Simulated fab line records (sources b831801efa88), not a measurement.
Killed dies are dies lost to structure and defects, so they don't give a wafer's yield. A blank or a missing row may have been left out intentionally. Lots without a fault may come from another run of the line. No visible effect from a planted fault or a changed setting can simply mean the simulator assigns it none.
The tool behind it: which one?	flow sky130	Sampling: 13 lots, 39 wafers, 3 of 708 route steps

## WHAT EACH GAUGE READ, for each wafer
SKY_VIA4_RS_MEAS_19: the measuring method here is four-point-probe.
lot	measured	on	VIA4_W_RS (ohm/sq)
L182	day 43 06:13	film metro-04	0.225 0.224 0.220
L183	day 43 10:46	film metro-02	0.222 0.222 0.222
L185	day 43 21:22	film metro-04	0.231 0.226 0.224
L186	day 44 07:38	film metro-04	0.229 0.223 0.232
L187	day 44 10:44	film metro-02	0.222 0.226 0.222
L188	day 45 00:53	film metro-03	0.224 0.227 0.224
L190	day 45 15:59	film metro-03	0.230 0.225 0.229
L191	day 45 16:59	film metro-03	0.232 0.229 0.225
L193	day 46 01:41	film metro-04	0.221 0.227 0.226
L192	day 46 01:59	film metro-03	0.234 0.231 0.233
L197	day 47 04:55	film metro-02	0.225 0.234 0.227
L198	day 47 15:12	film metro-03	0.222 0.226 0.225
L201	day 48 15:29	film metro-03	0.220 0.225 0.223

## TOOL THAT RAN EACH LOT (tool first, then ch and the chambers of the sampled wafers, then the start)
lot	SKY_LI_CONTACT_CMP_24	SKY_METAL4_ETCH_16
L182	cmp-02 ch 1,2, day 29 17:38	rie metal-01 ch 0,1, day 42 04:56
L183	cmp-02 ch 1,2,3, day 29 21:40	rie metal-02 ch 0,1, day 42 09:35
L185	cmp-02 ch 0,1,2, day 30 11:29	rie metal-04 ch 0,1, day 42 20:08
L186	cmp-02 ch 0,1,2, day 30 23:49	rie metal-02 ch 0,1, day 43 07:05
L187	cmp-01 ch 0,3, day 31 04:32	rie metal-02 ch 0,1, day 43 10:04
L188	cmp-01 ch 1,2,3, day 31 20:29	rie metal-04 ch 0, day 44 00:23
L190	cmp-01 ch 0,1,3, day 32 14:36	rie metal-02 ch 0,1, day 44 16:33
L191	cmp-02 ch 1,2,3, day 32 14:48	rie metal-04 ch 0,1, day 44 17:13
L193	cmp-02 ch 0,2, day 33 01:58	rie metal-04 ch 0,1, day 45 02:17
L192	cmp-01 ch 1,3, day 33 06:08	rie metal-04 ch 1, day 45 02:28
L197	cmp-02 ch 0,1,3, day 34 15:02	rie metal-01 ch 0,1, day 46 06:36
L198	cmp-02 ch 0,1, day 35 06:30	rie metal-04 ch 0,1, day 46 18:07
L201	cmp-01 ch 0,1,2, day 36 14:27	rie metal-01 ch 0,1, day 47 17:43
- SKY_LI_CONTACT_CMP_24: polishes, stops on PSG, t overpolish 20 s, target thk 0 nm.
- SKY_METAL4_ETCH_16: etches BARC in N2/H2, stops on SiO2, time 88.2 s, target depth 60 nm.

## WHAT THE TOOLS THEMSELVES READ (means of the sampled wafers that have a number; where no wafer has one, the mark that the record gives instead)
SKY_LI_CONTACT_CMP_24.
lot	tool	motor current A (A)	overpolish run s (s)	slurry flow ml min	time to endpoint s (s)
L182	cmp-02	11.9	19.994	150.0	95
L183	cmp-02	10.8	19.994	149.7	95
L185	cmp-02	11.3	20.002	150.0	99
L186	cmp-02	11.5	20.004	150.4	96
L187	cmp-01	10.8	20.003	150.4	103
L188	cmp-01	10.7	20.001	150.3	95
L190	cmp-01	11.5	20.002	150.6	96
L191	cmp-02	10.4	19.998	150.0	91
L193	cmp-02	11.7	20.000	150.4	100
L192	cmp-01	9.7	19.994	149.5	99
L197	cmp-02	10.3	20.009	149.8	94
L198	cmp-02	11.0	19.998	149.7	100
L201	cmp-01	12.0	19.998	149.8	91

SKY_METAL4_ETCH_16.
lot	tool	drypump motor current A (A)	oes product au (a.u.)	throttle valve pct (%)
L182	rie metal-01	5.6	0.627	13.201
L183	rie metal-02	6.0	0.628	13.207
L185	rie metal-04	5.9	0.627	13.205
L186	rie metal-02	6.0	0.630	13.211
L187	rie metal-02	6.0	0.624	13.201
L188	rie metal-04	6.1	0.625	13.209
L190	rie metal-02	6.0	0.623	13.204
L191	rie metal-04	5.9	0.623	13.203
L193	rie metal-04	5.7	0.624	13.198
L192	rie metal-04	5.5	0.631	13.203
L197	rie metal-01	5.6	0.627	13.197
L198	rie metal-04	5.7	0.623	13.203
L201	rie metal-01	6.1	0.620	13.197

## THE ANSWER, worked out from the rows above alone
Rule: the lots themselves supply what counts as usual. The widest of any qualifying gaps counts: lots, ordered by their means at a reading, are off when they make up no more than a third of the lots, leave a main group of 4 or more, and stand apart from it by 3 or more times the standard deviation of that group's means. If all means in a main group match to the digits the tables above print for the reading, that group is not used. Also off: a lot with no number at a reading for which 4 or more lots have one. All remaining lots with rows at the step are treated as sound. Order of review: gauges by route order, followed by the tools' own readings, for which a lot's mean as printed above is used. The first step at which some lot is off is used, and at that step the reading that is off furthest; a lot without a number counts as furthest.
No lot is off at any reading shown: from this, nothing can be told.

## WHAT HAD BEEN PUT IN BY THE SIMULATOR
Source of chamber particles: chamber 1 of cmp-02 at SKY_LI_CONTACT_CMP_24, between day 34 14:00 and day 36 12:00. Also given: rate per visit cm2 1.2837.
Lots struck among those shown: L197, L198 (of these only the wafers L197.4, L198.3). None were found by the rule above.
